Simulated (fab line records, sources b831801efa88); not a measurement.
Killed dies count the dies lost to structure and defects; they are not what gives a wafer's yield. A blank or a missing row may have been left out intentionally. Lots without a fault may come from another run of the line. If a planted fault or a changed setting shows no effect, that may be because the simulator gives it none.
The tool behind it: which one? || flow sky130 || 12 lots, 36 wafers sampled, at 4 steps of a route of 708

## WHAT EACH GAUGE READ, for each wafer
SKY_POLY_CUT_CD_MEAS_08 targets a cd of 270 nm. Usual: cd-nm reads 270.3 nm (standard deviation 1.3).
{"lot": "L765", "measured": "day 25 12:38", "on": "cd-sem-01", "cd-nm (nm)": "270.0 268.6 271.9", "flag": ""}
{"lot": "L767", "measured": "day 25 14:16", "on": "cd-sem-01", "cd-nm (nm)": "269.4 269.5 267.6", "flag": ""}
{"lot": "L770", "measured": "day 26 03:51", "on": "cd-sem-02", "cd-nm (nm)": "269.7 268.9 269.6", "flag": ""}
{"lot": "L771", "measured": "day 26 19:34", "on": "cd-sem-01", "cd-nm (nm)": "269.1 268.5 269.0", "flag": ""}
{"lot": "L773", "measured": "day 27 15:16", "on": "cd-sem-01", "cd-nm (nm)": "271.0 271.6 271.2", "flag": ""}
{"lot": "L775", "measured": "day 27 18:43", "on": "cd-sem-02", "cd-nm (nm)": "270.9 270.8 271.7", "flag": ""}
{"lot": "L776", "measured": "day 28 11:02", "on": "cd-sem-01", "cd-nm (nm)": "269.7 270.2 269.3", "flag": ""}
{"lot": "L777", "measured": "day 28 23:42", "on": "cd-sem-01", "cd-nm (nm)": "271.7 269.9 270.1", "flag": ""}
{"lot": "L778", "measured": "day 29 00:01", "on": "cd-sem-02", "cd-nm (nm)": "268.6 270.4 268.8", "flag": ""}
{"lot": "L779", "measured": "day 29 10:35", "on": "cd-sem-02", "cd-nm (nm)": "269.2 270.6 268.4", "flag": ""}
{"lot": "L780", "measured": "day 29 20:46", "on": "cd-sem-02", "cd-nm (nm)": "270.9 272.2 273.8", "flag": ""}
{"lot": "L782", "measured": "day 30 07:03", "on": "cd-sem-02", "cd-nm (nm)": "269.7 269.6 270.2", "flag": ""}

SKY_SD_P_TW_MEAS_11. Usual: SD_P_TW gives 2850 (standard deviation 28).
{"lot": "L765", "measured": "day 26 18:47", "on": "film-metro-04", "SD_P_TW": "2817 2814 2824", "flag": ""}
{"lot": "L767", "measured": "day 26 19:53", "on": "film-metro-04", "SD_P_TW": "2799 2807 2814", "flag": ""}
{"lot": "L770", "measured": "day 27 10:00", "on": "film-metro-04", "SD_P_TW": "2826 2815 2828", "flag": ""}
{"lot": "L771", "measured": "day 28 00:25", "on": "film-metro-04", "SD_P_TW": "2833 2833 2847", "flag": ""}
{"lot": "L773", "measured": "day 28 19:43", "on": "film-metro-01", "SD_P_TW": "2843 2837 2835", "flag": ""}
{"lot": "L775", "measured": "day 28 22:55", "on": "film-metro-04", "SD_P_TW": "2846 2837 2845", "flag": ""}
{"lot": "L776", "measured": "day 29 16:07", "on": "film-metro-04", "SD_P_TW": "2843 2833 2832", "flag": ""}
{"lot": "L777", "measured": "day 30 04:38", "on": "film-metro-01", "SD_P_TW": "2842 2840 2849", "flag": ""}
{"lot": "L778", "measured": "day 30 04:41", "on": "film-metro-02", "SD_P_TW": "2868 2868 2865", "flag": ""}
{"lot": "L779", "measured": "day 30 15:17", "on": "film-metro-02", "SD_P_TW": "2888 2896 2876", "flag": ""}
{"lot": "L780", "measured": "day 31 01:05", "on": "film-metro-02", "SD_P_TW": "2883 2886 2889", "flag": ""}
{"lot": "L782", "measured": "day 31 11:00", "on": "film-metro-02", "SD_P_TW": "2888 2890 2887", "flag": ""}

## WHICH TOOL RAN EACH LOT (tool, then ch and the chambers of the sampled wafers, then the start)
{"lot": "L765", "SKY_NWELL_COAT_05": "litho-track-04 ch 0, day 5 02:32", "SKY_NWELL_STRIP_14": "plasma-asher-01 ch 0,1, day 5 11:42"}
{"lot": "L767", "SKY_NWELL_COAT_05": "litho-track-01 ch 0, day 5 03:43", "SKY_NWELL_STRIP_14": "plasma-asher-01 ch 0,1, day 5 13:33"}
{"lot": "L770", "SKY_NWELL_COAT_05": "litho-track-03 ch 0, day 5 14:16", "SKY_NWELL_STRIP_14": "plasma-asher-04 ch 0,1, day 6 00:26"}
{"lot": "L771", "SKY_NWELL_COAT_05": "litho-track-04 ch 0, day 6 01:46", "SKY_NWELL_STRIP_14": "plasma-asher-01 ch 0,1, day 6 11:11"}
{"lot": "L773", "SKY_NWELL_COAT_05": "litho-track-04 ch 0, day 6 07:55", "SKY_NWELL_STRIP_14": "plasma-asher-01 ch 0,1, day 6 18:45"}
{"lot": "L775", "SKY_NWELL_COAT_05": "litho-track-03 ch 0, day 6 17:34", "SKY_NWELL_STRIP_14": "plasma-asher-01 ch 0,1, day 7 03:14"}
{"lot": "L776", "SKY_NWELL_COAT_05": "litho-track-03 ch 0, day 7 02:50", "SKY_NWELL_STRIP_14": "plasma-asher-01 ch 0,1, day 7 12:08"}
{"lot": "L777", "SKY_NWELL_COAT_05": "litho-track-03 ch 0, day 7 06:46", "SKY_NWELL_STRIP_14": "plasma-asher-03 ch 0,1, day 7 17:50"}
{"lot": "L778", "SKY_NWELL_COAT_05": "litho-track-03 ch 0, day 7 12:52", "SKY_NWELL_STRIP_14": "plasma-asher-03 ch 0,1, day 7 22:39"}
{"lot": "L779", "SKY_NWELL_COAT_05": "litho-track-01 ch 0, day 7 17:38", "SKY_NWELL_STRIP_14": "plasma-asher-03 ch 0,1, day 8 03:27"}
{"lot": "L780", "SKY_NWELL_COAT_05": "litho-track-03 ch 0, day 8 02:16", "SKY_NWELL_STRIP_14": "plasma-asher-04 ch 0,1, day 8 13:09"}
{"lot": "L782", "SKY_NWELL_COAT_05": "litho-track-04 ch 0, day 8 08:43", "SKY_NWELL_STRIP_14": "plasma-asher-01 ch 0,1, day 8 19:14"}
- SKY_NWELL_COAT_05: resist thk 3000 nm.
- SKY_NWELL_STRIP_14: strips in O2/N2.

## AS READ BY THE TOOLS THEMSELVES (means over the sampled wafers that have a number; for cases with no such wafer, the mark the record gives instead)
SKY_NWELL_STRIP_14. Usual: drypump-motor-current-A 5.9 A, standard deviation 0.39; oes-product-au 0.722 a.u., standard deviation 0.0041; strip-time-to-endpoint-s 36.87 s, standard deviation 0.11.
{"lot": "L765", "tool": "plasma-asher-01", "drypump-motor-current-A (A)": 5.8, "oes-product-au (a.u.)": 0.721, "strip-time-to-endpoint-s (s)": 36.79, "flag": ""}
{"lot": "L767", "tool": "plasma-asher-01", "drypump-motor-current-A (A)": 5.7, "oes-product-au (a.u.)": 0.720, "strip-time-to-endpoint-s (s)": 36.73, "flag": ""}
{"lot": "L770", "tool": "plasma-asher-04", "drypump-motor-current-A (A)": 6.2, "oes-product-au (a.u.)": 0.724, "strip-time-to-endpoint-s (s)": 36.89, "flag": ""}
{"lot": "L771", "tool": "plasma-asher-01", "drypump-motor-current-A (A)": 5.6, "oes-product-au (a.u.)": 0.719, "strip-time-to-endpoint-s (s)": 36.85, "flag": ""}
{"lot": "L773", "tool": "plasma-asher-01", "drypump-motor-current-A (A)": 5.8, "oes-product-au (a.u.)": 0.718, "strip-time-to-endpoint-s (s)": 36.84, "flag": ""}
{"lot": "L775", "tool": "plasma-asher-01", "drypump-motor-current-A (A)": 5.7, "oes-product-au (a.u.)": 0.724, "strip-time-to-endpoint-s (s)": 37.05, "flag": ""}
{"lot": "L776", "tool": "plasma-asher-01", "drypump-motor-current-A (A)": 5.8, "oes-product-au (a.u.)": 0.723, "strip-time-to-endpoint-s (s)": 36.88, "flag": ""}
{"lot": "L777", "tool": "plasma-asher-03", "drypump-motor-current-A (A)": 6.1, "oes-product-au (a.u.)": 0.723, "strip-time-to-endpoint-s (s)": 37.01, "flag": ""}
{"lot": "L778", "tool": "plasma-asher-03", "drypump-motor-current-A (A)": 5.8, "oes-product-au (a.u.)": 0.718, "strip-time-to-endpoint-s (s)": 23.87, "flag": "OFF"}
{"lot": "L779", "tool": "plasma-asher-03", "drypump-motor-current-A (A)": 5.8, "oes-product-au (a.u.)": 0.724, "strip-time-to-endpoint-s (s)": 36.87, "flag": ""}
{"lot": "L780", "tool": "plasma-asher-04", "drypump-motor-current-A (A)": 6.3, "oes-product-au (a.u.)": 0.717, "strip-time-to-endpoint-s (s)": 23.78, "flag": "OFF"}
{"lot": "L782", "tool": "plasma-asher-01", "drypump-motor-current-A (A)": 5.8, "oes-product-au (a.u.)": 0.727, "strip-time-to-endpoint-s (s)": 36.76, "flag": ""}

## THE ANSWER, worked out from the rows above alone
Rule: a lot counts as off when the mean over its wafers that have a number is more than 3 standard deviations away from the usual mean. A lot without any number at a reading at which 4 lots or more have one is off too. Any other lot the step has rows for is counted as sound. The gauges are gone through in route order, then the tools' own readings, and for those a lot's mean is taken as printed above. The first step at which some lot is off is used, and at that step the reading that is off furthest; a lot without a number counts as furthest.
Off, at SKY_NWELL_STRIP_14 on strip-time-to-endpoint-s: L778, L780.
A tool fits if, at that step or a process step before it, it ran every lot that is off, and no sound lot after the first of them. One fits: SKY_NWELL_COAT_05 on litho-track-03. Its last sound lot is L777 (day 7 06:46), its first lot that is off L778 (day 7 12:52): a fault that began between those two fits.

## WHAT HAD BEEN PUT IN BY THE SIMULATOR
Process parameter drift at SKY_NWELL_COAT_05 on litho-track-03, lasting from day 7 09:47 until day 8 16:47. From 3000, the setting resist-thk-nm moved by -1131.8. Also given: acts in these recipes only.
Lots struck among those shown: L778, L780. This agrees with what the rule above found.
